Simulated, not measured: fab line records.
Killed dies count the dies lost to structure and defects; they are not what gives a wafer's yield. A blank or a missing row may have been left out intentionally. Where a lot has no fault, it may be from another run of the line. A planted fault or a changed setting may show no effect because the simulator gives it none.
Which tool did it? || flow gf180mcu || 45 wafers from 15 lots sampled at 4 of the route's 602 steps

## WHAT EACH GAUGE READ, for each wafer
GF_STI_CD_MEAS_12: target cd 220 nm.
{"lot": "L500", "measured": "day 2 06:50", "on": "cd_sem-01", "cd_nm (nm)": "219.7 219.8 219.0"}
{"lot": "L502", "measured": "day 2 15:52", "on": "cd_sem-02", "cd_nm (nm)": "219.5 219.2 219.8"}
{"lot": "L503", "measured": "day 2 20:56", "on": "cd_sem-01", "cd_nm (nm)": "217.5 217.8 217.4"}
{"lot": "L504", "measured": "day 3 05:44", "on": "cd_sem-01", "cd_nm (nm)": "219.3 217.5 217.9"}
{"lot": "L506", "measured": "day 3 17:22", "on": "cd_sem-02", "cd_nm (nm)": "221.9 220.2 221.2"}
{"lot": "L509", "measured": "day 4 06:04", "on": "cd_sem-01", "cd_nm (nm)": "221.7 220.8 220.9"}
{"lot": "L510", "measured": "day 4 10:20", "on": "cd_sem-01", "cd_nm (nm)": "218.5 219.0 218.4"}
{"lot": "L511", "measured": "day 4 15:22", "on": "cd_sem-01", "cd_nm (nm)": "222.2 222.2 222.2"}
{"lot": "L512", "measured": "day 4 22:10", "on": "cd_sem-02", "cd_nm (nm)": "220.4 220.4 218.8"}
{"lot": "L513", "measured": "day 5 01:49", "on": "cd_sem-02", "cd_nm (nm)": "219.1 217.8 216.7"}
{"lot": "L514", "measured": "day 5 06:28", "on": "cd_sem-01", "cd_nm (nm)": "222.6 220.9 220.4"}
{"lot": "L515", "measured": "day 5 12:19", "on": "cd_sem-01", "cd_nm (nm)": "- - -"}
{"lot": "L516", "measured": "day 5 15:46", "on": "cd_sem-02", "cd_nm (nm)": "- - -"}
{"lot": "L517", "measured": "day 5 21:58", "on": "cd_sem-02", "cd_nm (nm)": "- - -"}
{"lot": "L522", "measured": "day 7 00:20", "on": "cd_sem-01", "cd_nm (nm)": "220.4 221.8 222.8"}

GF_HV_LDD_TW_MEAS_11.
{"lot": "L500", "measured": "day 10 20:57", "on": "film_metro-03", "HV_LDD_TW": "2375 2370 2367"}
{"lot": "L502", "measured": "day 11 04:00", "on": "film_metro-02", "HV_LDD_TW": "2406 2394 2389"}
{"lot": "L503", "measured": "day 11 11:33", "on": "film_metro-01", "HV_LDD_TW": "2438 2429 2436"}
{"lot": "L504", "measured": "day 11 22:08", "on": "film_metro-02", "HV_LDD_TW": "2410 2412 2398"}
{"lot": "L506", "measured": "day 12 12:22", "on": "film_metro-01", "HV_LDD_TW": "2416 2428 2430"}
{"lot": "L509", "measured": "day 13 04:44", "on": "film_metro-01", "HV_LDD_TW": "2411 2416 2411"}
{"lot": "L510", "measured": "day 13 13:16", "on": "film_metro-03", "HV_LDD_TW": "2362 2361 2375"}
{"lot": "L511", "measured": "day 13 17:36", "on": "film_metro-01", "HV_LDD_TW": "2424 2409 2398"}
{"lot": "L512", "measured": "day 13 22:41", "on": "film_metro-03", "HV_LDD_TW": "2363 2371 2377"}
{"lot": "L513", "measured": "day 14 06:55", "on": "film_metro-02", "HV_LDD_TW": "2391 2397 2412"}
{"lot": "L514", "measured": "day 14 16:04", "on": "film_metro-02", "HV_LDD_TW": "2418 2401 2400"}
{"lot": "L522", "measured": "day 16 23:53", "on": "film_metro-03", "HV_LDD_TW": "2366 2376 2375"}

GF_HV_LDD_CD_MEAS_31: target cd 400 nm.
{"lot": "L500", "measured": "day 12 10:52", "on": "cd_sem-02", "cd_nm (nm)": "400.1 400.6 400.8"}
{"lot": "L502", "measured": "day 12 18:06", "on": "cd_sem-01", "cd_nm (nm)": "399.5 400.3 399.5"}
{"lot": "L503", "measured": "day 13 02:05", "on": "cd_sem-01", "cd_nm (nm)": "396.7 398.4 397.8"}
{"lot": "L504", "measured": "day 13 13:11", "on": "cd_sem-01", "cd_nm (nm)": "402.7 401.0 401.7"}
{"lot": "L506", "measured": "day 14 03:26", "on": "cd_sem-01", "cd_nm (nm)": "397.7 398.8 399.6"}
{"lot": "L509", "measured": "day 14 21:16", "on": "cd_sem-02", "cd_nm (nm)": "402.9 401.7 401.8"}
{"lot": "L510", "measured": "day 15 06:52", "on": "cd_sem-02", "cd_nm (nm)": "398.0 397.1 396.3"}
{"lot": "L511", "measured": "day 15 11:01", "on": "cd_sem-01", "cd_nm (nm)": "398.4 396.9 398.4"}
{"lot": "L512", "measured": "day 15 16:32", "on": "cd_sem-01", "cd_nm (nm)": "399.3 398.3 400.1"}
{"lot": "L513", "measured": "day 16 00:34", "on": "cd_sem-02", "cd_nm (nm)": "402.3 402.8 401.4"}
{"lot": "L514", "measured": "day 16 10:16", "on": "cd_sem-02", "cd_nm (nm)": "400.6 399.1 400.2"}
{"lot": "L522", "measured": "day 18 22:08", "on": "cd_sem-01", "cd_nm (nm)": "401.3 401.1 400.4"}

## WHAT TOOL EACH LOT RAN ON (gives the tool, then ch and the chambers of the sampled wafers, and finally the start)
{"lot": "L500", "GF_STI_PEB_10": "litho_track-02 ch 0, day 2 06:30"}
{"lot": "L502", "GF_STI_PEB_10": "litho_track-01 ch 0, day 2 15:34"}
{"lot": "L503", "GF_STI_PEB_10": "litho_track-03 ch 0, day 2 20:35"}
{"lot": "L504", "GF_STI_PEB_10": "litho_track-01 ch 0, day 3 05:24"}
{"lot": "L506", "GF_STI_PEB_10": "litho_track-01 ch 0, day 3 17:01"}
{"lot": "L509", "GF_STI_PEB_10": "litho_track-01 ch 0, day 4 05:43"}
{"lot": "L510", "GF_STI_PEB_10": "litho_track-03 ch 0, day 4 09:59"}
{"lot": "L511", "GF_STI_PEB_10": "litho_track-01 ch 0, day 4 15:01"}
{"lot": "L512", "GF_STI_PEB_10": "litho_track-01 ch 0, day 4 21:49"}
{"lot": "L513", "GF_STI_PEB_10": "litho_track-01 ch 0, day 5 01:28"}
{"lot": "L514", "GF_STI_PEB_10": "litho_track-02 ch 0, day 5 06:07"}
{"lot": "L515", "GF_STI_PEB_10": "litho_track-02, day 5 11:58"}
{"lot": "L516", "GF_STI_PEB_10": "litho_track-01, day 5 15:25"}
{"lot": "L517", "GF_STI_PEB_10": "litho_track-01, day 5 21:37"}
{"lot": "L522", "GF_STI_PEB_10": "litho_track-01 ch 0, day 6 23:59"}
- GF_STI_PEB_10: peb time 90 s.

## WHAT THE TOOLS THEMSELVES READ (means of the sampled wafers that have a number; where no wafer has one, the mark that the record gives instead)
GF_STI_PEB_10.
{"lot": "L500", "tool": "litho_track-02", "chill_plate_temp_C (C)": 22.99, "exhaust_pa (Pa)": 44.9}
{"lot": "L502", "tool": "litho_track-01", "chill_plate_temp_C (C)": 23.04, "exhaust_pa (Pa)": 44.4}
{"lot": "L503", "tool": "litho_track-03", "chill_plate_temp_C (C)": 23.04, "exhaust_pa (Pa)": 43.7}
{"lot": "L504", "tool": "litho_track-01", "chill_plate_temp_C (C)": 23.09, "exhaust_pa (Pa)": 44.7}
{"lot": "L506", "tool": "litho_track-01", "chill_plate_temp_C (C)": 23.12, "exhaust_pa (Pa)": 43.9}
{"lot": "L509", "tool": "litho_track-01", "chill_plate_temp_C (C)": 23.03, "exhaust_pa (Pa)": 46.8}
{"lot": "L510", "tool": "litho_track-03", "chill_plate_temp_C (C)": 22.97, "exhaust_pa (Pa)": 43.5}
{"lot": "L511", "tool": "litho_track-01", "chill_plate_temp_C (C)": 22.96, "exhaust_pa (Pa)": 45.3}
{"lot": "L512", "tool": "litho_track-01", "chill_plate_temp_C (C)": 23.09, "exhaust_pa (Pa)": 44.9}
{"lot": "L513", "tool": "litho_track-01", "chill_plate_temp_C (C)": 23.01, "exhaust_pa (Pa)": 46.1}
{"lot": "L514", "tool": "litho_track-02", "chill_plate_temp_C (C)": 22.98, "exhaust_pa (Pa)": 46.1}
{"lot": "L515", "tool": "litho_track-02", "chill_plate_temp_C (C)": "-", "exhaust_pa (Pa)": "-"}
{"lot": "L516", "tool": "litho_track-01", "chill_plate_temp_C (C)": "-", "exhaust_pa (Pa)": "-"}
{"lot": "L517", "tool": "litho_track-01", "chill_plate_temp_C (C)": "-", "exhaust_pa (Pa)": "-"}
{"lot": "L522", "tool": "litho_track-01", "chill_plate_temp_C (C)": 23.21, "exhaust_pa (Pa)": 45.9}

## THE ANSWER, worked out from the rows above alone
Rule: what is usual is taken from the lots themselves. The widest of any qualifying gaps counts: lots, ordered by their means at a reading, are off when they make up no more than a third of the lots, leave a main group of 4 or more, and stand apart from it by 3 or more times the standard deviation of that group's means. A main group whose means are all the same, to the digits that the tables above print for the reading, isn't used. Also off: a lot with no number at a reading for which 4 or more lots have one. Any other lot the step has rows for is counted as sound. The gauges are gone through in route order, then the tools' own readings, and for those a lot's mean is taken as printed above. At the first step where some lot is off, the reading lying furthest off is the one used; lots without a number count as furthest.
Off, at GF_STI_CD_MEAS_12 on cd_nm: L515, L516, L517. Without a number there: L515, L516, L517. The main group: mean 219.9 nm, standard deviation 1.5.
A tool fits if, at a process step before that reading, it ran every lot that is off, and no sound lot after the first of them. Not tried: the gauges at GF_STI_CD_MEAS_12; whatever is off there is also off at GF_STI_PEB_10, on other tools, and gauge error can't account for it. None of those tried fits.

## WHAT WAS PUT IN BY THE SIMULATOR
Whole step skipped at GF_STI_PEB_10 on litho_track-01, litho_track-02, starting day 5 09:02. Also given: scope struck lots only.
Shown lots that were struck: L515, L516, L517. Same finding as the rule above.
